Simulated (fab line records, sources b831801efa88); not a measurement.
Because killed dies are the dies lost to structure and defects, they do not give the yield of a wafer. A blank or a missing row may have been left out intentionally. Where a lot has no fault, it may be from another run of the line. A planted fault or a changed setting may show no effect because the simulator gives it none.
Which of the tools did it? | flow gf180mcu | 39 wafers from 13 lots sampled at 3 of the route's 602 steps

WHAT THE GAUGES SHOWED, per wafer
GF_VT_IMPLANT_TW_MEAS_43. Usual: VT_IMPLANT_4_TW 694, standard deviation 10.
lot  | measured     | on           | VT_IMPLANT_4_TW | flag
L549 | day 7 12:11  | filmMetro-02 | 678 671 672     | 
L551 | day 8 05:59  | filmMetro-04 | 700 699 705     | 
L553 | day 8 13:31  | filmMetro-03 | 701 698 697     | 
L554 | day 9 00:41  | filmMetro-02 | 677 679 680     | 
L555 | day 9 05:34  | filmMetro-03 | 697 697 698     | 
L556 | day 9 08:02  | filmMetro-02 | 676 679 675     | 
L557 | day 9 16:26  | filmMetro-03 | 698 694 695     | 
L559 | day 10 07:22 | filmMetro-03 | 696 696 698     | 
L563 | day 11 12:01 | filmMetro-03 | 30 30 30        | OFF
L565 | day 11 19:43 | filmMetro-04 | 699 695 701     | 
L570 | day 13 08:03 | filmMetro-03 | 701 700 700     | 
L571 | day 13 13:58 | filmMetro-03 | 703 700 700     | 
L572 | day 13 21:16 | filmMetro-03 | 702 706 701     | 

WHICH TOOL RAN EACH LOT (tool, then ch and the chambers of the sampled wafers, then the start)
lot  | GF_VT_IMPLANT_STRIP_31              | GF_VT_IMPLANT_STRIP_42
L549 | plasmaAsher-04 ch 0,1, day 6 20:20  | plasmaAsher-04 ch 0,1, day 7 12:05
L551 | plasmaAsher-01 ch 0,1, day 7 13:34  | plasmaAsher-04 ch 0,1, day 8 05:53
L553 | plasmaAsher-03 ch 0,1, day 7 21:36  | plasmaAsher-04 ch 0,1, day 8 13:25
L554 | plasmaAsher-04 ch 0,1, day 8 09:17  | plasmaAsher-04 ch 0,1, day 9 00:36
L555 | plasmaAsher-04 ch 0,1, day 8 13:14  | plasmaAsher-03 ch 0,1, day 9 05:28
L556 | plasmaAsher-04 ch 0,1, day 8 16:23  | plasmaAsher-01 ch 0,1, day 9 07:57
L557 | plasmaAsher-04 ch 0,1, day 8 23:50  | plasmaAsher-03 ch 0,1, day 9 16:20
L559 | plasmaAsher-04 ch 0,1, day 9 13:40  | plasmaAsher-01 ch 0,1, day 10 07:16
L563 | plasmaAsher-03 ch 0,1, day 10 17:23 | plasmaAsher-01 ch 0,1, day 11 11:56
L565 | plasmaAsher-04 ch 0,1, day 11 01:31 | plasmaAsher-04 ch 0,1, day 11 19:37
L570 | plasmaAsher-04 ch 0,1, day 12 12:27 | plasmaAsher-03 ch 0,1, day 13 07:57
L571 | plasmaAsher-03 ch 0,1, day 12 18:08 | plasmaAsher-04 ch 0,1, day 13 13:52
L572 | plasmaAsher-04 ch 0,1, day 13 00:11 | plasmaAsher-01 ch 0,1, day 13 21:10
- GF_VT_IMPLANT_STRIP_31: strips in O2/N2.
- GF_VT_IMPLANT_STRIP_42: strips in O2/N2.

AS READ BY THE TOOLS THEMSELVES (means over the sampled wafers that have a number; for cases with no such wafer, the mark the record gives instead)
GF_VT_IMPLANT_STRIP_31. Usual: drypumpMotorCurrentA 5.7 A, standard deviation 0.47; heaterPowerW 363 W, standard deviation 46; oesProductAu 0.716 a.u., standard deviation 0.0045; stripTimeToEndpointS 12.64 s, standard deviation 0.043.
lot  | tool           | drypumpMotorCurrentA (A) | heaterPowerW (W) | oesProductAu (a.u.) | stripTimeToEndpointS (s) | flag
L549 | plasmaAsher-04 | 5.9                      | 370              | 0.717               | 12.69                    | 
L551 | plasmaAsher-01 | 5.1                      | 329              | 0.717               | 12.65                    | 
L553 | plasmaAsher-03 | 5.9                      | 375              | 0.720               | 12.60                    | 
L554 | plasmaAsher-04 | 5.9                      | 377              | 0.711               | 12.58                    | 
L555 | plasmaAsher-04 | 5.7                      | 392              | 0.718               | 12.66                    | 
L556 | plasmaAsher-04 | 5.9                      | 375              | 0.718               | 12.67                    | 
L557 | plasmaAsher-04 | 5.7                      | 399              | 0.716               | 12.70                    | 
L559 | plasmaAsher-04 | 5.7                      | 395              | 0.719               | 12.65                    | 
L563 | plasmaAsher-03 | 5.6                      | 341              | 0.927               | -                        | OFF
L565 | plasmaAsher-04 | 5.7                      | 397              | 0.717               | 12.57                    | 
L570 | plasmaAsher-04 | 5.7                      | 391              | 0.712               | 12.66                    | 
L571 | plasmaAsher-03 | 5.7                      | 337              | 0.718               | 12.59                    | 
L572 | plasmaAsher-04 | 5.7                      | 398              | 0.718               | 12.61                    | 

GF_VT_IMPLANT_STRIP_42. Usual: drypumpMotorCurrentA 5.7 A, standard deviation 0.45; heaterPowerW 364 W, standard deviation 46; oesProductAu 0.716 a.u., standard deviation 0.0042; stripTimeToEndpointS 12.65 s, standard deviation 0.037.
lot  | tool           | drypumpMotorCurrentA (A) | heaterPowerW (W) | oesProductAu (a.u.) | stripTimeToEndpointS (s) | flag
L549 | plasmaAsher-04 | 5.9                      | 370              | 0.717               | 12.69                    | 
L551 | plasmaAsher-04 | 5.7                      | 399              | 0.712               | 12.60                    | 
L553 | plasmaAsher-04 | 5.9                      | 371              | 0.717               | 12.68                    | 
L554 | plasmaAsher-04 | 5.7                      | 399              | 0.717               | 12.69                    | 
L555 | plasmaAsher-03 | 5.7                      | 332              | 0.717               | 12.70                    | 
L556 | plasmaAsher-01 | 5.1                      | 330              | 0.715               | 12.68                    | 
L557 | plasmaAsher-03 | 5.7                      | 338              | 0.718               | 12.66                    | 
L559 | plasmaAsher-01 | 5.5                      | 312              | 0.719               | 12.64                    | 
L563 | plasmaAsher-01 | 5.5                      | 314              | 0.715               | 19.89                    | OFF
L565 | plasmaAsher-04 | 5.9                      | 366              | 0.717               | 12.65                    | 
L570 | plasmaAsher-03 | 5.9                      | 376              | 0.713               | 12.62                    | 
L571 | plasmaAsher-04 | 5.7                      | 396              | 0.711               | 12.69                    | 
L572 | plasmaAsher-01 | 5.5                      | 315              | 0.717               | 12.65                    | 

THE ANSWER, worked out from the rows above alone
Rule: take the mean of a lot's wafers that have a number; if it is more than 3 standard deviations from the usual mean, the lot is off. Also off: a lot with no number at a reading for which 4 or more lots have one. Where the step has rows for the other lots, those lots are counted as sound. First the gauges in route order, then the tools' own readings, where a lot's mean is used as printed above. The first step at which some lot is off is used, and at that step the reading that is off furthest; a lot without a number counts as furthest.
Off: at GF_VT_IMPLANT_TW_MEAS_43 (VT_IMPLANT_4_TW), L563.
If a tool, at a process step before that reading, ran all the lots that are off and no sound lot after the first of them, it fits. The gauges at GF_VT_IMPLANT_TW_MEAS_43 aren't tried: what is off there is off at GF_VT_IMPLANT_STRIP_31 too, on other tools, and a gauge's error can't cause that. No candidate that was tried fits.

WHAT THE SIMULATOR PUT IN
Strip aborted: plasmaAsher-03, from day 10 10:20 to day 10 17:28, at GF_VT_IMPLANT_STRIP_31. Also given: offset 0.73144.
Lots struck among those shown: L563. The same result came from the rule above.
